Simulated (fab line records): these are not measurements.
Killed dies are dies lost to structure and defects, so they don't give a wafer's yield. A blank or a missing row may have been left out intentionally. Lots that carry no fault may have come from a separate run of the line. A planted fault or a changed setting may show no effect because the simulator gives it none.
What tool caused it? :: flow gf180mcu :: 41 wafers from 14 lots sampled at 3 of the route's 602 steps

WHAT THE GAUGES READ, wafer by wafer
GF_SAB_OVL_MEAS_10.
lot: L376
measured: day 15 01:31
on: overlay-01
SAB_OVL (nm): -0.7 1.2 3.4

lot: L377
measured: day 15 14:48
on: overlay-01
SAB_OVL (nm): -0.6 0.2 0.3

lot: L378
measured: day 16 02:10
on: overlay-01
SAB_OVL (nm): -2.7 0.2 -0.9

lot: L379
measured: day 16 10:22
on: overlay-02
SAB_OVL (nm): -2.5 -2.1 -1.7

lot: L380
measured: day 17 00:22
on: overlay-01
SAB_OVL (nm): -3.5 -1.9 -1.3

lot: L381
measured: day 17 04:50
on: overlay-02
SAB_OVL (nm): -5.4 -4.1

lot: L385
measured: day 18 08:52
on: overlay-02
SAB_OVL (nm): 0.8 -0.1 -0.1

lot: L390
measured: day 20 12:43
on: overlay-01
SAB_OVL (nm): -0.6 -1.7 -1.6

lot: L392
measured: day 21 00:30
on: overlay-01
SAB_OVL (nm): 0.0 0.8 -0.1

lot: L393
measured: day 21 07:01
on: overlay-02
SAB_OVL (nm): -1.6 -2.2 -1.4

lot: L396
measured: day 22 10:12
on: overlay-02
SAB_OVL (nm): -0.3 -0.6 -1.3

lot: L397
measured: day 22 13:57
on: overlay-01
SAB_OVL (nm): -0.5 0.4 -0.7

lot: L398
measured: day 23 02:07
on: overlay-02
SAB_OVL (nm): 1.7 0.8 0.9

lot: L399
measured: day 23 07:22
on: overlay-01
SAB_OVL (nm): 1.0 0.8 1.0

GF_CONTACT_THK_MEAS_03.
lot: L376
measured: day 15 02:35
on: film-metro-02
CONTACT_CVD_02_THK (nm): 855 858 866

lot: L377
measured: day 15 15:53
on: film-metro-04
CONTACT_CVD_02_THK (nm): 828 848 853

lot: L378
measured: day 16 03:16
on: film-metro-02
CONTACT_CVD_02_THK (nm): 860 870 875

lot: L379
measured: day 16 11:29
on: film-metro-03
CONTACT_CVD_02_THK (nm): 839 847 857

lot: L380
measured: day 17 01:27
on: film-metro-02
CONTACT_CVD_02_THK (nm): 840 830 842

lot: L381
measured: day 17 05:55
on: film-metro-03
CONTACT_CVD_02_THK (nm): 845 857

lot: L385
measured: day 18 10:12
on: film-metro-02
CONTACT_CVD_02_THK (nm): 848 848 866

lot: L390
measured: day 20 13:50
on: film-metro-02
CONTACT_CVD_02_THK (nm): 851 872 862

lot: L392
measured: day 21 01:37
on: film-metro-02
CONTACT_CVD_02_THK (nm): 835 853 850

lot: L393
measured: day 21 08:06
on: film-metro-02
CONTACT_CVD_02_THK (nm): 851 851 856

lot: L396
measured: day 22 11:19
on: film-metro-02
CONTACT_CVD_02_THK (nm): 855 845 866

lot: L397
measured: day 22 15:02
on: film-metro-04
CONTACT_CVD_02_THK (nm): 852 841 854

lot: L398
measured: day 23 03:11
on: film-metro-03
CONTACT_CVD_02_THK (nm): 847 854 861

lot: L399
measured: day 23 08:27
on: film-metro-04
CONTACT_CVD_02_THK (nm): 837 846 879

WHICH TOOL RAN EACH LOT (tool, then ch and the chambers of the sampled wafers, then the start)
lot: L376
GF_CONTACT_CVD_02: pecvd-04 ch 0,1, day 15 02:31

lot: L377
GF_CONTACT_CVD_02: pecvd-04 ch 0,2, day 15 15:47

lot: L378
GF_CONTACT_CVD_02: pecvd-02 ch 1,2, day 16 03:12

lot: L379
GF_CONTACT_CVD_02: pecvd-04 ch 0,1,2, day 16 11:25

lot: L380
GF_CONTACT_CVD_02: pecvd-04 ch 0,1,2, day 17 01:22

lot: L381
GF_CONTACT_CVD_02: pecvd-04 ch 2, day 17 05:50

lot: L385
GF_CONTACT_CVD_02: pecvd-03 ch 0,1, day 18 10:08

lot: L390
GF_CONTACT_CVD_02: pecvd-03 ch 0,2, day 20 13:44

lot: L392
GF_CONTACT_CVD_02: pecvd-04 ch 2, day 21 01:30

lot: L393
GF_CONTACT_CVD_02: pecvd-03 ch 0,2, day 21 08:02

lot: L396
GF_CONTACT_CVD_02: pecvd-03 ch 0,2, day 22 11:14

lot: L397
GF_CONTACT_CVD_02: pecvd-03 ch 1,2, day 22 14:58

lot: L398
GF_CONTACT_CVD_02: pecvd-04 ch 0,1, day 23 03:07

lot: L399
GF_CONTACT_CVD_02: pecvd-03 ch 0,1,2, day 23 08:22
- GF_CONTACT_CVD_02: deposits SiO2 from TEOS, target thk 860 nm, time 95.992 s.

AS READ BY THE TOOLS THEMSELVES (means over the sampled wafers that have a number; for cases with no such wafer, the mark the record gives instead)
GF_CONTACT_CVD_02.
lot: L376
tool: pecvd-04
heater-power-w (W): 500

lot: L377
tool: pecvd-04
heater-power-w (W): 617

lot: L378
tool: pecvd-02
heater-power-w (W): 808

lot: L379
tool: pecvd-04
heater-power-w (W): 591

lot: L380
tool: pecvd-04
heater-power-w (W): 559

lot: L381
tool: pecvd-04
heater-power-w (W): 599

lot: L385
tool: pecvd-03
heater-power-w (W): 744

lot: L390
tool: pecvd-03
heater-power-w (W): 829

lot: L392
tool: pecvd-04
heater-power-w (W): 606

lot: L393
tool: pecvd-03
heater-power-w (W): 782

lot: L396
tool: pecvd-03
heater-power-w (W): 762

lot: L397
tool: pecvd-03
heater-power-w (W): 724

lot: L398
tool: pecvd-04
heater-power-w (W): 529

lot: L399
tool: pecvd-03
heater-power-w (W): 801

THE ANSWER, worked out from the rows above alone
Rule: the lots themselves supply what counts as usual. Put in order of their means at a reading, lots are off if they are a third of the lots or fewer, leave a main group of 4 or more, and stand apart from it by a gap of 3 or more times the standard deviation of the main group's means; of several such gaps the widest counts. A main group is skipped when, at the precision printed for the reading in the tables above, its means are all equal. Also off: a lot with no number at a reading for which 4 or more lots have one. Where the step has rows for the other lots, those lots are counted as sound. Order of review: gauges by route order, followed by the tools' own readings, for which a lot's mean as printed above is used. At the first step where some lot is off, the reading lying furthest off is the one used; lots without a number count as furthest.
Nothing can be told from this: no lot is off at any reading shown.

WHAT THE SIMULATOR PUT IN
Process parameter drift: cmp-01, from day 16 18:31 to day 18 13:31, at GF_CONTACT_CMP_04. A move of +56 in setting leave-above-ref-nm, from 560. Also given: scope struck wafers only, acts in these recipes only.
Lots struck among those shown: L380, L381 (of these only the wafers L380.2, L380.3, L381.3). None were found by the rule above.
